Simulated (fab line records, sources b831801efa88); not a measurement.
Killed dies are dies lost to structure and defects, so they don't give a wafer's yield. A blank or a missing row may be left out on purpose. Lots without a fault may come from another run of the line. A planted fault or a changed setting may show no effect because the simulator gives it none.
Tool commonality check | flow gf180mcu | 13 lots, 39 wafers sampled

WHY IT WAS OPENED
At GF_VT_IMPLANT_OVL_MEAS_40 the reading VT_IMPLANT_03_OVL is flagged on 3 of 13 lots. Wafers without a fault read -1.2 nm, standard deviation 1.4.
Rule: a lot is flagged when every wafer of it that has a number lies more than 4 standard deviations from that mean, or none has a number. The other lots count as sound.

lot  | measured     | on         | VT_IMPLANT_03_OVL (nm), wafer by wafer | flag
L653 | day 7 13:46  | overlay-02 | 0.2 -2.7 -0.8                          |
L654 | day 7 18:52  | overlay-02 | -0.3 0.1 0.1                           |
L655 | day 8 01:01  | overlay-02 | 0.6 -1.1 -0.3                          |
L656 | day 8 08:25  | overlay-02 | -1.8 -1.2 -1.7                         |
L657 | day 8 15:08  | overlay-02 | -119.7 -118.9 -117.5                   | FLAGGED
L660 | day 9 09:52  | overlay-01 | -1.1 -1.7 -1.8                         |
L661 | day 9 17:37  | overlay-02 | -119.3 -117.8 -119.0                   | FLAGGED
L664 | day 10 15:40 | overlay-02 | -119.4 -119.4 -119.9                   | FLAGGED
L665 | day 10 21:04 | overlay-02 | 2.0 -0.3 -1.3                          |
L666 | day 11 01:43 | overlay-01 | -0.8 -2.3 -0.7                         |
L669 | day 11 20:16 | overlay-02 | 0.0 -2.0 -0.8                          |
L670 | day 12 06:10 | overlay-01 | 1.0 0.1 -0.4                           |
L676 | day 13 23:19 | overlay-02 | -2.5 -3.2 -2.3                         |
The numbers of the flagged lots are -119.0 nm on average: -117.8 nm against the usual, or -84 standard deviations.

WHICH TOOL RAN EACH LOT
The record holds 1 process step before the reading, out of a route of 602 steps. In each cell: the tool, then ch and the chambers that the sampled wafers went through, then the start.
lot  | flag    | GF_VT_IMPLANT_EXPOSE_37
L653 |         | iline_stepper-01 ch 0, day 7 06:05
L654 |         | iline_stepper-02 ch 0, day 7 10:53
L655 |         | iline_stepper-01 ch 0, day 7 17:21
L656 |         | iline_stepper-02 ch 0, day 8 01:03
L657 | FLAGGED | iline_stepper-02 ch 0, day 8 07:02
L660 |         | iline_stepper-01 ch 0, day 9 01:43
L661 | FLAGGED | iline_stepper-02 ch 0, day 9 09:42
L664 | FLAGGED | iline_stepper-02 ch 0, day 10 06:58
L665 |         | iline_stepper-01 ch 0, day 10 11:56
L666 |         | iline_stepper-01 ch 0, day 10 16:52
L669 |         | iline_stepper-01 ch 0, day 11 11:23
L670 |         | iline_stepper-01 ch 0, day 11 20:28
L676 |         | iline_stepper-01 ch 0, day 13 13:35
What these steps do:
- GF_VT_IMPLANT_EXPOSE_37: exposes mask Nwell HV AREA, target cd 860 nm.
- GF_VT_IMPLANT_OVL_MEAS_40

FLAGGED OVER TOTAL, TOOL BY TOOL (the gauges that took the reading come last)
step                      | tool             | lots run | flagged | share of the flagged lots | sound lots run after its first flagged lot
GF_VT_IMPLANT_EXPOSE_37   | iline_stepper-01 | 8        | 0       | none                      | -
GF_VT_IMPLANT_EXPOSE_37   | iline_stepper-02 | 5        | 3       | all                       | 0
GF_VT_IMPLANT_OVL_MEAS_40 | overlay-01       | 3        | 0       | none                      | -
GF_VT_IMPLANT_OVL_MEAS_40 | overlay-02       | 10       | 3       | all                       | 3 (L665,L669,L676)

WHAT THE TABLE ALLOWS
2 rows of the table ran every flagged lot: iline_stepper-02 at GF_VT_IMPLANT_EXPOSE_37, overlay-02 at GF_VT_IMPLANT_OVL_MEAS_40.
- iline_stepper-02 at GF_VT_IMPLANT_EXPOSE_37: 3 of its 5 lots flagged. Its last sound lot is L656 (day 8 01:03), its first flagged lot L657 (day 8 07:02): a fault that began between those two fits.
- overlay-02 at GF_VT_IMPLANT_OVL_MEAS_40: 3 of its 10 lots flagged. Sound lots ran on it after the first flagged one (L665, L669, L676), which a lasting fault on the whole tool wouldn't allow.
One tool is left: iline_stepper-02 at GF_VT_IMPLANT_EXPOSE_37.

WHAT THE SIMULATOR HAD PUT IN
Scanner matching overlay: iline_stepper-02, from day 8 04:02 on, at GF_VT_IMPLANT_EXPOSE_37. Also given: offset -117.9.
Lots struck among those shown: L657, L661, L664. The rule above found the same.
